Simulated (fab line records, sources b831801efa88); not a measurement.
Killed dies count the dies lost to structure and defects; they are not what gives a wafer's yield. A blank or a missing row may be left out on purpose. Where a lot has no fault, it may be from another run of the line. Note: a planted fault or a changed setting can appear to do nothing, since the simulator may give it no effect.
Which tool was responsible? / flow gf180mcu / 11 lots with 33 wafers sampled at 5 steps, on a route of 602 steps

== WHAT EACH GAUGE READ, for each wafer ==
GF_V2_RS_MEAS_24: measures by four-point-probe. Usual: V2_W_RS 0.327 ohm/sq, standard deviation 0.0044.
lot=L887; measured=day 20 06:28; on=film_metro-04; V2_W_RS (ohm/sq)=0.322 0.320 0.327; flag=
lot=L888; measured=day 20 13:57; on=film_metro-02; V2_W_RS (ohm/sq)=0.335 0.323 0.330; flag=
lot=L890; measured=day 21 14:30; on=film_metro-04; V2_W_RS (ohm/sq)=0.327 0.325 0.328; flag=
lot=L892; measured=day 22 00:56; on=film_metro-02; V2_W_RS (ohm/sq)=0.321 0.329 0.320; flag=
lot=L894; measured=day 23 02:03; on=film_metro-02; V2_W_RS (ohm/sq)=0.332 0.322 0.331; flag=
lot=L897; measured=day 24 00:33; on=film_metro-03; V2_W_RS (ohm/sq)=0.311 0.311 0.307 0.312 0.311 0.307; flag=OFF
lot=L898; measured=day 24 06:47; on=film_metro-04; V2_W_RS (ohm/sq)=0.310 0.314 0.312; flag=OFF
lot=L899; measured=day 24 14:31; on=film_metro-04; V2_W_RS (ohm/sq)=0.302 0.310 0.306 0.302 0.310 0.306; flag=OFF
lot=L905; measured=day 26 11:29; on=film_metro-02; V2_W_RS (ohm/sq)=0.330 0.326 0.331; flag=
lot=L909; measured=day 27 19:29; on=film_metro-02; V2_W_RS (ohm/sq)=0.330 0.322 0.324; flag=
lot=L910; measured=day 28 04:06; on=film_metro-02; V2_W_RS (ohm/sq)=0.327 0.329 0.320; flag=

GF_V2_THK_MEAS_25: measures by xrf. Usual: V2_W_THK 358 nm, standard deviation 6.5.
lot=L887; measured=day 20 06:35; on=film_metro-04; V2_W_THK (nm)=362 363 354; flag=
lot=L888; measured=day 20 14:04; on=film_metro-02; V2_W_THK (nm)=351 364 355; flag=
lot=L890; measured=day 21 14:37; on=film_metro-04; V2_W_THK (nm)=353 358 355; flag=
lot=L892; measured=day 22 01:02; on=film_metro-02; V2_W_THK (nm)=361 356 367; flag=
lot=L894; measured=day 23 02:10; on=film_metro-02; V2_W_THK (nm)=353 364 356; flag=
lot=L897; measured=day 24 02:03; on=film_metro-03; V2_W_THK (nm)=382 381 389 384 384 387; flag=OFF
lot=L898; measured=day 24 06:55; on=film_metro-04; V2_W_THK (nm)=377 373 372; flag=
lot=L899; measured=day 24 17:04; on=film_metro-04; V2_W_THK (nm)=385 376 382 386 375 381; flag=OFF
lot=L905; measured=day 26 11:36; on=film_metro-02; V2_W_THK (nm)=354 356 354; flag=
lot=L909; measured=day 27 19:36; on=film_metro-02; V2_W_THK (nm)=351 361 358; flag=
lot=L910; measured=day 28 04:13; on=film_metro-02; V2_W_THK (nm)=356 356 364; flag=

== WHICH TOOL RAN EACH LOT (tool, then ch and the chambers of the sampled wafers, then the start) ==
lot=L887; GF_V2_ETCH_17=rie_diel-04 ch 0,1,2, day 20 05:43 or earlier; GF_V2_STRIP_18=plasma_asher-02 ch 0,1, day 20 05:43; GF_V2_CVD_23=cvd_w-01 ch 0,1, day 20 06:22
lot=L888; GF_V2_ETCH_17=rie_diel-01 ch 1,3, day 20 13:05 or earlier; GF_V2_STRIP_18=plasma_asher-01 ch 0, day 20 13:05; GF_V2_CVD_23=cvd_w-02 ch 0,1, day 20 13:50
lot=L890; GF_V2_ETCH_17=rie_diel-02 ch 1,3, day 21 13:43 or earlier; GF_V2_STRIP_18=plasma_asher-03 ch 0,1, day 21 13:43; GF_V2_CVD_23=cvd_w-02 ch 0,1, day 21 14:23
lot=L892; GF_V2_ETCH_17=rie_diel-01 ch 1,2,3, day 22 00:07 or earlier; GF_V2_STRIP_18=plasma_asher-02 ch 0,1, day 22 00:07; GF_V2_CVD_23=cvd_w-02 ch 0,1, day 22 00:48
lot=L894; GF_V2_ETCH_17=rie_diel-02 ch 0,1,2, day 23 01:15 or earlier; GF_V2_STRIP_18=plasma_asher-02 ch 0,1, day 23 01:15; GF_V2_CVD_23=cvd_w-02 ch 0,1, day 23 01:55
lot=L897; GF_V2_ETCH_17=rie_diel-04 ch 0,1,3, day 23 23:41 or earlier; GF_V2_STRIP_18=plasma_asher-03 ch 0,1, day 23 23:41; GF_V2_CVD_23=cvd_w-02 ch 1, day 24 00:22
lot=L898; GF_V2_ETCH_17=rie_diel-02 ch 2,3, day 24 05:55 or earlier; GF_V2_STRIP_18=plasma_asher-03 ch 0,1, day 24 05:55; GF_V2_CVD_23=cvd_w-02 ch 1, day 24 06:34
lot=L899; GF_V2_ETCH_17=rie_diel-01 ch 1,2,3, day 24 13:43 or earlier; GF_V2_STRIP_18=plasma_asher-01 ch 0,1, day 24 13:43; GF_V2_CVD_23=cvd_w-02 ch 0,1, day 24 14:23
lot=L905; GF_V2_ETCH_17=rie_diel-04 ch 1,2,3, day 26 10:44 or earlier; GF_V2_STRIP_18=plasma_asher-01 ch 0,1, day 26 10:44; GF_V2_CVD_23=cvd_w-01 ch 0,1, day 26 11:22
lot=L909; GF_V2_ETCH_17=rie_diel-01 ch 0,1,2, day 27 18:44 or earlier; GF_V2_STRIP_18=plasma_asher-03 ch 0,1, day 27 18:44; GF_V2_CVD_23=cvd_w-02 ch 0,1, day 27 19:22
lot=L910; GF_V2_ETCH_17=rie_diel-02 ch 2,3, day 28 03:16 or earlier; GF_V2_STRIP_18=plasma_asher-03 ch 0,1, day 28 03:16; GF_V2_CVD_23=cvd_w-02 ch 0,1, day 28 03:58
- GF_V2_ETCH_17: etches SiO2 in C4F8/O2/Ar, stops on TiN, target depth 630 nm.
- GF_V2_STRIP_18: strips in O2/N2.
- GF_V2_CVD_23: deposits W, target thk 350 nm, time 104.94 s.

== WHAT THE TOOLS THEMSELVES READ (means of the sampled wafers that have a number; where no wafer has one, the mark that the record gives instead) ==
GF_V2_ETCH_17. Usual: oes_product_au at 0.856 a.u., with a standard deviation of 0.0043.
lot=L887; tool=rie_diel-04; oes_product_au (a.u.)=0.857; flag=
lot=L888; tool=rie_diel-01; oes_product_au (a.u.)=0.857; flag=
lot=L890; tool=rie_diel-02; oes_product_au (a.u.)=0.854; flag=
lot=L892; tool=rie_diel-01; oes_product_au (a.u.)=0.856; flag=
lot=L894; tool=rie_diel-02; oes_product_au (a.u.)=0.855; flag=
lot=L897; tool=rie_diel-04; oes_product_au (a.u.)=0.854; flag=
lot=L898; tool=rie_diel-02; oes_product_au (a.u.)=0.857; flag=
lot=L899; tool=rie_diel-01; oes_product_au (a.u.)=0.860; flag=
lot=L905; tool=rie_diel-04; oes_product_au (a.u.)=0.854; flag=
lot=L909; tool=rie_diel-01; oes_product_au (a.u.)=0.861; flag=
lot=L910; tool=rie_diel-02; oes_product_au (a.u.)=0.857; flag=

GF_V2_STRIP_18. Usual: drypump_motor_current_A 5.7 A, standard deviation 0.46; heater_power_w 305 W, standard deviation 21; o2_flow_sccm 3001 sccm, standard deviation 8.9; oes_product_au 0.592 a.u., standard deviation 0.0047.
lot=L887; tool=plasma_asher-02; drypump_motor_current_A (A)=5.5; heater_power_w (W)=277; o2_flow_sccm (sccm)=2986; oes_product_au (a.u.)=0.588; flag=
lot=L888; tool=plasma_asher-01; drypump_motor_current_A (A)=6.6; heater_power_w (W)=308; o2_flow_sccm (sccm)=3009; oes_product_au (a.u.)=0.592; flag=
lot=L890; tool=plasma_asher-03; drypump_motor_current_A (A)=5.6; heater_power_w (W)=296; o2_flow_sccm (sccm)=2998; oes_product_au (a.u.)=0.585; flag=
lot=L892; tool=plasma_asher-02; drypump_motor_current_A (A)=5.6; heater_power_w (W)=279; o2_flow_sccm (sccm)=2998; oes_product_au (a.u.)=0.598; flag=
lot=L894; tool=plasma_asher-02; drypump_motor_current_A (A)=5.5; heater_power_w (W)=282; o2_flow_sccm (sccm)=2995; oes_product_au (a.u.)=0.594; flag=
lot=L897; tool=plasma_asher-03; drypump_motor_current_A (A)=5.5; heater_power_w (W)=296; o2_flow_sccm (sccm)=3000; oes_product_au (a.u.)=0.589; flag=
lot=L898; tool=plasma_asher-03; drypump_motor_current_A (A)=5.5; heater_power_w (W)=296; o2_flow_sccm (sccm)=2998; oes_product_au (a.u.)=0.592; flag=
lot=L899; tool=plasma_asher-01; drypump_motor_current_A (A)=5.7; heater_power_w (W)=328; o2_flow_sccm (sccm)=3001; oes_product_au (a.u.)=0.589; flag=
lot=L905; tool=plasma_asher-01; drypump_motor_current_A (A)=6.1; heater_power_w (W)=315; o2_flow_sccm (sccm)=3007; oes_product_au (a.u.)=0.596; flag=
lot=L909; tool=plasma_asher-03; drypump_motor_current_A (A)=5.5; heater_power_w (W)=295; o2_flow_sccm (sccm)=2994; oes_product_au (a.u.)=0.594; flag=
lot=L910; tool=plasma_asher-03; drypump_motor_current_A (A)=5.5; heater_power_w (W)=299; o2_flow_sccm (sccm)=2999; oes_product_au (a.u.)=0.590; flag=

GF_V2_CVD_23. Usual: heater_power_w 815 W, standard deviation 49; susceptor_temp_C 399.98 C, standard deviation 0.21.
lot=L887; tool=cvd_w-01; heater_power_w (W)=748; susceptor_temp_C (C)=399.89; flag=
lot=L888; tool=cvd_w-02; heater_power_w (W)=830; susceptor_temp_C (C)=399.76; flag=
lot=L890; tool=cvd_w-02; heater_power_w (W)=832; susceptor_temp_C (C)=399.70; flag=
lot=L892; tool=cvd_w-02; heater_power_w (W)=866; susceptor_temp_C (C)=399.84; flag=
lot=L894; tool=cvd_w-02; heater_power_w (W)=835; susceptor_temp_C (C)=400.18; flag=
lot=L897; tool=cvd_w-02; heater_power_w (W)=836; susceptor_temp_C (C)=403.31; flag=OFF
lot=L898; tool=cvd_w-02; heater_power_w (W)=831; susceptor_temp_C (C)=402.98; flag=OFF
lot=L899; tool=cvd_w-02; heater_power_w (W)=880; susceptor_temp_C (C)=403.27; flag=OFF
lot=L905; tool=cvd_w-01; heater_power_w (W)=788; susceptor_temp_C (C)=400.05; flag=
lot=L909; tool=cvd_w-02; heater_power_w (W)=836; susceptor_temp_C (C)=399.87; flag=
lot=L910; tool=cvd_w-02; heater_power_w (W)=830; susceptor_temp_C (C)=400.01; flag=

== THE ANSWER, worked out from the rows above alone ==
Rule: a lot is off if the mean of its wafers that have a number lies more than 3 standard deviations from the usual mean. Also off: a lot with no number at a reading for which 4 or more lots have one. The other lots that the step has rows for count as sound. First the gauges in route order, then the tools' own readings, where a lot's mean is used as printed above. At the first step where some lot is off, the reading lying furthest off is the one used; lots without a number count as furthest.
Off: L897, L898, L899, at GF_V2_RS_MEAS_24 (V2_W_RS).
If a tool, at a process step before that reading, ran all the lots that are off and no sound lot after the first of them, it fits. The gauges at GF_V2_RS_MEAS_24 aren't tried: what is off there is off at GF_V2_CVD_23 too, on other tools, and a gauge's error can't cause that. Because GF_V2_ETCH_17 lacks a start for some lots, the hours and order of its lots are taken from GF_V2_STRIP_18. Not one of the candidates tried fits.

== WHAT WAS PUT IN BY THE SIMULATOR ==
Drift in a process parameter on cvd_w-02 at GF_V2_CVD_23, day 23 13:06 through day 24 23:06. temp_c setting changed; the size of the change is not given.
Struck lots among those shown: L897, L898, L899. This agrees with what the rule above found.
